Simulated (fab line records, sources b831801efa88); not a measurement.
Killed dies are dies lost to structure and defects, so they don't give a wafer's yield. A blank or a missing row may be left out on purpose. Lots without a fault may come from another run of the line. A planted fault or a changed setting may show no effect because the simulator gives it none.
fab line records | flow gf180mcu
record lots=14 wafers=39 last_day=34
route steps=602 shown STI@24 MVSD@73 V1@349
lots that met no fault: from a run of the same line without faults
start_h: hours from the record's first day to the start of the lot's first wafer shown | wait_h: hours since the lot's step before | " the same as in the row above | L1.1+2: a row that stands for several wafers | - no value, or no start given | * or withheld: withheld | < > ~ a bound
route shown NAME@n: a module of which the file shows steps, and the number in the route of the first | usual: mean/standard deviation of fault-free wafers | same: alike in all rows | chamber/n: place in a boat | sites: the reading at each site | _std_site: their standard deviation | _edge_site: outer sites' mean less inner sites' | radius_mm: how far each site lies from the wafer's centre | mask NAME#n: copy n | behind: the tool/chamber that last shaped the wafer | hold: why the lot was held/for how many hours/how that ended | device: the transistor (n, p or np) that didn't switch | end of line: the same wafers' tests at the end of the route | a step without rows: its recipe alone | killed: dies lost to structure and defects at the first sort, not the wafer's yield | map: a wafer's dies, x killed, . not, _ none there
set.NAME: the setting as run; set.NAME@STEP: as run at that earlier step | model.NAME: the simulator's own value behind a step, which no gauge read
steps of the route over a sample of lots; a table a step, a row a wafer
services: from which hour (start_h, from the record's first day; less than 0 if before it) a tool's chamber was out of use, for how many hours, and why
## steps
# step GF_STI_CVD_23
# recipe material=SiO2 target_thk_nm=650 sigma_open_frac=0.3 time_s=108.3 temp_c=600 sih4_flow_sccm=60 pressure_mtorr=6
# columns lot.wafer tool chamber start_h wait_h
L228.1+3+4 hdpcvd-02 2,0,1 27.14 0.1
L229.4+5+6 hdpcvd-02 2,0,1 32.20 0.1
L230.2+3+4 hdpcvd-02 0,2,2 38.54 0.0
L231.1+2+6 hdpcvd-02 0,2,1 43.72 0.1
L233.1+3+6 hdpcvd-02 2,1,0 53.39 0.1
L234.2+4+5 hdpcvd-02 0,1,2 62.39 0.0
L235.4+5+6 hdpcvd-01 2,1,0 62.74 0.1
L236.3+6 hdpcvd-02 0 69.53 0.0
L237.1+6 hdpcvd-02 1,0 74.48 0.1
L238.1+3+4 hdpcvd-01 0,2,1 79.60 0.1
L242.1+6 hdpcvd-02 0,1 99.27 0.1
L244.1+2+4 hdpcvd-01 2,0,1 109.19 0.1
L247.1+2+4 hdpcvd-01 2,1,1 125.17 0.1
L248.1+4+5 hdpcvd-01 2,2,1 130.31 0.1
# step GF_STI_THK_MEAS_24
# recipe reads=SiO2_of_STI_CVD_23
# usual STI_CVD_23_THK=648/7.4
# columns lot.wafer tool chamber start_h wait_h STI_CVD_23_THK[nm]
L228.1 film_metro-03 - 27.21 0.0 655
L228.3 " - " " 653
L228.4 " - " " 654
L229.4 film_metro-01 - 32.27 0.0 650
L229.5 " - " " 658
L229.6 " - " " 658
L230.2 film_metro-02 - 38.63 0.0 644
L230.3 " - " " 635
L230.4 " - " " 637
L231.1 film_metro-03 - 43.79 0.0 649
L231.2 " - " " 643
L231.6 " - " " 646
L233.1 film_metro-02 - 53.47 0.0 648
L233.3 " - " " 642
L233.6 " - " " 644
L234.2 film_metro-01 - 62.47 0.0 641
L234.4 " - " " 639
L234.5 " - " " 644
L235.4 film_metro-03 - 62.81 0.0 656
L235.5 " - " " 657
L235.6 " - " " 653
L236.3 film_metro-01 - 69.63 0.1 835
L236.6 " - " " 837
L237.1 film_metro-02 - 74.55 0.0 648
L237.6 " - " " 843
L238.1 film_metro-02 - 79.67 0.0 647
L238.3 " - " " 643
L238.4 " - " " 655
L242.1 film_metro-02 - 99.35 0.0 653
L242.6 " - " " 856
L244.1 film_metro-02 - 109.27 0.0 651
L244.2 " - " " 641
L244.4 " - " " 656
L247.1 film_metro-03 - 125.24 0.0 655
L247.2 " - " " 658
L247.4 " - " " 654
L248.1 film_metro-01 - 130.39 0.0 649
L248.4 " - " " 645
L248.5 " - " " 656
# step GF_STI_CMP_25
# recipe stop_on=Si3N4 t_overpolish_s=33 down_force_psi=4 platen_rpm=60 target_thk_nm=524.6 pad_velocity_m_s=0.94248
# usual motor_current_A=12.7/1.9 retaining_ring_pressure_frac=1.001/0.0057 time_to_endpoint_s=122/6.3
# columns lot.wafer tool chamber start_h wait_h motor_current_A retaining_ring_pressure_frac time_to_endpoint_s
L228.4 cmp-01 3 27.27 0.0 13.3 1.004 132
L228.3 " 1 " " 12.5 1.006 137
L228.1 " 2 " " 15.1 1.014 115
L229.4 cmp-01 0 32.30 0.0 15.5 1.006 118
L229.5 " 0 " " 17.2 1.000 122
L229.6 " 1 " " 12.4 0.993 135
L230.2 cmp-02 1 38.68 0.0 12.1 1.002 117
L230.4 " 3 " " 12.0 1.002 118
L230.3 " 0 " " 10.6 1.002 119
L231.1 cmp-02 1 43.85 0.1 11.7 1.012 121
L231.2 " 3 " " 11.7 1.020 124
L231.6 " 2 " " 10.7 1.006 126
L233.3 cmp-02 0 53.53 0.0 10.2 0.997 119
L233.1 " 3 " " 11.7 1.008 118
L233.6 " 0 " " 10.4 1.000 123
L234.2 cmp-02 3 62.62 0.1 11.6 1.003 118
L234.4 " 0 " " 10.4 1.007 115
L234.5 " 2 " " 11.4 1.002 122
L235.4 cmp-01 1 62.94 0.1 12.2 0.997 131
L235.5 " 3 " " 13.4 1.006 127
L235.6 " 0 " " 15.9 1.005 121
L236.3 cmp-02 3 70.11 0.5 11.7 0.992 156
L236.6 " 0 " " 10.5 0.998 163
L237.1 cmp-01 3 74.66 0.1 12.8 1.006 130
L237.6 " 3 " " 13.4 1.006 169
L238.4 cmp-01 0 79.78 0.1 16.2 1.008 123
L238.1 " 1 " " 12.6 1.000 130
L238.3 " 2 " " 15.0 1.005 116
L242.1 cmp-01 3 99.51 0.1 12.8 1.002 128
L242.6 " 1 " " 13.0 1.002 171
L244.2 cmp-01 1 109.33 0.0 12.3 1.004 131
L244.4 " 2 " " 15.3 0.996 118
L244.1 " 3 " " 13.3 1.001 131
L247.1 cmp-02 0 125.30 0.1 11.1 1.002 117
L247.4 " 1 " " 11.6 0.998 123
L247.2 " 2 " " 11.4 0.993 124
L248.1 cmp-01 2 130.50 0.1 15.1 1.000 120
L248.4 " 3 " " 13.0 0.994 130
L248.5 " 2 " " 14.9 1.002 120
# step GF_MVSD_OVL_MEAS_07
# usual MVSD_OVL=0.3/1.3
# columns lot.wafer tool chamber start_h wait_h MVSD_OVL[nm]
L228.1 overlay-02 - 81.26 - -1.7
L228.3 " - " " 0.2
L228.4 " - " " 0.7
L229.4 overlay-02 - 86.13 - -0.2
L229.5 " - " " 0.1
L229.6 " - " " -0.2
L230.2 overlay-01 - 94.51 - -0.1
L230.3 " - " " -0.5
L230.4 " - " " 0.8
L231.1 overlay-01 - 100.21 - -2.2
L231.2 " - " " -0.2
L231.6 " - " " 0.3
L233.1 overlay-01 - 109.47 - 0.2
L233.3 " - " " 0.5
L233.6 " - " " 0.7
L234.2 overlay-01 - 120.53 - 0.1
L234.4 " - " " 1.8
L234.5 " - " " -1.1
L235.4 overlay-02 - 120.89 - 0.9
L235.5 " - " " 0.3
L235.6 " - " " 0.6
L236.3 overlay-01 - 130.14 - 1.3
L236.6 " - " " -0.6
L237.1 overlay-02 - 134.80 - -0.6
L237.6 " - " " 0.5
L238.1 overlay-02 - 139.57 - 1.2
L238.3 " - " " 2.4
L238.4 " - " " 1.5
L242.1 overlay-02 - 163.92 - 1.7
L242.6 " - " " 0.8
L244.1 overlay-02 - 174.52 - 0.2
L244.2 " - " " -0.2
L244.4 " - " " -0.6
L247.1 overlay-01 - 193.52 - -1.9
L247.2 " - " " -0.9
L247.4 " - " " 0.6
L248.1 overlay-02 - 198.21 - -1.6
L248.4 " - " " -0.9
L248.5 " - " " -1.6
# step GF_V1_CD_MEAS_14
# recipe target_cd_nm=260
# usual cd_nm=259.6/1.1
# columns lot.wafer tool chamber start_h wait_h cd_nm
L228.1 cd_sem-02 - 405.10 0.1 258.0
L228.3 " - " " 260.6
L228.4 " - " " 258.6
L229.4 cd_sem-02 - 410.01 0.1 258.2
L229.5 " - " " 257.5
L229.6 " - " " 258.2
L230.2 cd_sem-01 - 422.27 0.1 260.6
L230.3 " - " " 258.4
L230.4 " - " " 260.1
L231.1 cd_sem-02 - 434.10 0.1 260.5
L231.2 " - " " 259.8
L231.6 " - " " 259.8
L233.1 cd_sem-02 - 453.00 0.1 261.0
L233.3 " - " " 260.3
L233.6 " - " " 260.0
L234.2 cd_sem-01 - 465.11 0.1 259.6
L234.4 " - " " 258.6
L234.5 " - " " 258.0
L235.4 cd_sem-01 - 470.86 0.1 258.6
L235.5 " - " " 258.4
L235.6 " - " " 258.2
L236.3 cd_sem-02 - 486.14 0.1 261.0
L236.6 " - " " 260.3
L237.1 cd_sem-02 - 496.84 0.1 257.9
L237.6 " - " " 257.9
L238.1 cd_sem-02 - 507.65 0.1 259.6
L238.3 " - " " 260.6
L238.4 " - " " 260.1
L242.1 cd_sem-01 - 540.10 0.1 259.3
L242.6 " - " " 257.2
L244.1 cd_sem-01 - 556.19 0.1 260.5
L244.2 " - " " 259.9
L244.4 " - " " 259.2
L247.1 cd_sem-02 - 584.30 0.1 258.2
L247.2 " - " " 257.3
L247.4 " - " " 257.3
L248.1 cd_sem-01 - 585.25 0.1 260.0
L248.4 " - " " 259.7
L248.5 " - " " 260.9
# step GF_V1_SPUTTER_22
# recipe material=TiN target_thk_nm=10 chamber_pressure_pa=5 power_w=4000 time_s=40
# usual throttle_valve_pct=30.6/1.1
# columns lot.wafer tool chamber start_h wait_h throttle_valve_pct
L228.1 pvd_sputter-04 - 405.99 0.0 30.7
L228.3 " - " " 30.3
L228.4 " - " " 30.7
L229.4 pvd_sputter-02 - 410.87 0.0 29.1
L229.5 " - " " 30.6
L229.6 " - " " 31.5
L230.2 pvd_sputter-03 - 423.29 0.0 31.5
L230.3 " - " " 30.8
L230.4 " - " " 28.8
L231.1 pvd_sputter-02 - 434.99 0.0 31.0
L231.2 " - " " 29.0
L231.6 " - " " 30.9
L233.1 pvd_sputter-02 - 453.88 0.0 29.4
L233.3 " - " " 30.7
L233.6 " - " " 31.4
L234.2 pvd_sputter-02 - 465.97 0.0 29.3
L234.4 " - " " 31.2
L234.5 " - " " 33.1
L235.4 pvd_sputter-04 - 471.69 0.0 30.7
L235.5 " - " " 30.5
L235.6 " - " " 30.8
L236.3 pvd_sputter-02 - 487.02 0.0 33.1
L236.6 " - " " 29.0
L237.1 pvd_sputter-02 - 497.72 0.0 31.0
L237.6 " - " " 29.2
L238.1 pvd_sputter-02 - 508.54 0.0 28.7
L238.3 " - " " 30.8
L238.4 " - " " 31.1
L242.1 pvd_sputter-02 - 540.98 0.0 31.2
L242.6 " - " " 32.9
L244.1 pvd_sputter-04 - 557.07 0.0 30.5
L244.2 " - " " 30.8
L244.4 " - " " 30.2
L247.1 pvd_sputter-03 - 585.66 0.0 30.3
L247.2 " - " " 28.7
L247.4 " - " " 31.4
L248.1 pvd_sputter-02 - 586.61 0.0 30.5
L248.4 " - " " 31.3
L248.5 " - " " 33.0
## services
# columns tool chamber start_h hours kind
hdpcvd-02 - 13.77 2.8 pm
cmp-02 - 28.12 0.9 repair
cmp-01 - 39.02 4.0 repair
pvd_sputter-02 - 47.05 33.4 repair
cmp-01 - 68.94 4.0 pm
cmp-01 - 92.17 2.5 pm
cmp-02 - 94.92 7.1 pm
cmp-01 - 120.36 6.0 pm
cmp-01 - 135.87 4.0 repair
hdpcvd-02 - 154.24 0.2 repair
cmp-01 - 171.55 12.0 pm
pvd_sputter-02 - 196.63 9.1 repair
pvd_sputter-02 - 207.12 1.4 repair
pvd_sputter-02 - 225.85 3.7 repair
cmp-01 - 229.78 1.3 repair
hdpcvd-02 - 261.28 0.9 repair
cmp-01 - 274.03 0.4 repair
cmp-01 - 408.94 4.0 pm
cmp-01 - 425.03 0.7 repair
cmp-01 - 464.46 4.7 pm
hdpcvd-02 - 520.98 1.3 repair
pvd_sputter-02 - 522.09 0.9 repair
hdpcvd-02 - 539.25 15.0 pm
cmp-01 - 569.76 6.8 repair
## key
first_sign step=GF_STI_THK_MEAS_24 reading=STI_CVD_23_THK direction=up sigmas=26 usual=648 struck=843
effect step=GF_STI_CMP_25 reading=time_to_endpoint_s direction=up sigmas=6.8 usual=* struck=*
met_at GF_STI_CVD_23
struck_lots L236,L237,L242
struck_wafers L236.3,L236.6,L237.6,L242.6
tester_left_out L236,L237,L242
not_acting_at GF_MVSD_OVL_MEAS_07,GF_V1_CD_MEAS_14,GF_V1_SPUTTER_22
onset_between 62.39 69.53
fault kind=process_parameter_drift tool=hdpcvd-02 chamber=- onset_h=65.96 steps=GF_STI_CVD_23 channel=target_thk_nm offset=203.85 shape=step end_h=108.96 scope=struck_wafers_only acts_in=these_recipes_only stated=650
# tester_left_out: of these lots the tester's yield and bins aren't shown, on N5 and GAA mostly nor the transistor test; their killed dies are dies lost to structure and defects alone, not to doping, threshold or leakage, so they don't give the yield
